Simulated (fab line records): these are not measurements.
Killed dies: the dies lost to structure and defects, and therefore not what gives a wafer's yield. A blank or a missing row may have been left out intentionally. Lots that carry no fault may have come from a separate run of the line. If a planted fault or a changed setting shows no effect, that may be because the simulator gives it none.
Which of the tools did it? | flow gf180mcu | 13 lots, 39 wafers sampled, at 1 step of a route of 602

WHAT THE GAUGES READ, wafer by wafer
GF_M3_RS_MEAS_05: a four-point-probe measurement. Usual: M3_ALCU_RS 0.0697 ohm/sq, standard deviation 0.00086.
lot  | measured     | on            | M3_ALCU_RS (ohm/sq)  | flag
L166 | day 20 06:29 | film-metro-04 | 0.0684 0.0693 0.0693 |
L167 | day 20 10:25 | film-metro-04 | 0.0703 0.0699 0.0718 |
L168 | day 21 03:22 | film-metro-03 | 0.0693 0.0696 0.0695 |
L169 | day 21 14:20 | film-metro-03 | 0.0688 0.0686 0.0688 |
L170 | day 21 18:08 | film-metro-03 | 0.0702 0.0699 0.0692 |
L175 | day 23 23:13 | film-metro-03 | 0.0689 0.0691 0.0688 |
L178 | day 24 21:30 | film-metro-01 | 0.0697 0.0704 0.0700 |
L182 | day 26 08:50 | film-metro-01 | 0.0698 0.0699 0.0695 |
L183 | day 26 14:18 | film-metro-01 | 0.0697 0.0717 0.0700 |
L186 | day 27 06:29 | film-metro-03 | 0.0701 0.0696 0.0718 |
L187 | day 27 18:38 | film-metro-04 | 0.0691 0.0688 0.0703 |
L188 | day 27 19:44 | film-metro-01 | 0.0694 0.0713 0.0713 |
L189 | day 28 01:35 | film-metro-01 | 0.0702 0.0701 0.0697 |

TOOL THAT RAN EACH LOT (tool first, then ch and the chambers of the sampled wafers, then the start)
There is no process step in the record ahead of these readings.

WHAT THE TOOLS THEMSELVES READ (means of the sampled wafers that have a number; where no wafer has one, the mark that the record gives instead)
The record holds no such reading with a usual standard deviation.

THE ANSWER, worked out from the rows above alone
Rule: take the mean of a lot's wafers that have a number; if it is more than 3 standard deviations from the usual mean, the lot is off. A lot without any number at a reading at which 4 lots or more have one is off too. Any other lot the step has rows for is counted as sound. The gauges are gone through in route order, then the tools' own readings, and for those a lot's mean is taken as printed above. The first step at which some lot is off is used, and at that step the reading that is off furthest; a lot without a number counts as furthest.
None of the lots is off at any reading shown; this tells nothing.

WHAT THE SIMULATOR HAD INSERTED
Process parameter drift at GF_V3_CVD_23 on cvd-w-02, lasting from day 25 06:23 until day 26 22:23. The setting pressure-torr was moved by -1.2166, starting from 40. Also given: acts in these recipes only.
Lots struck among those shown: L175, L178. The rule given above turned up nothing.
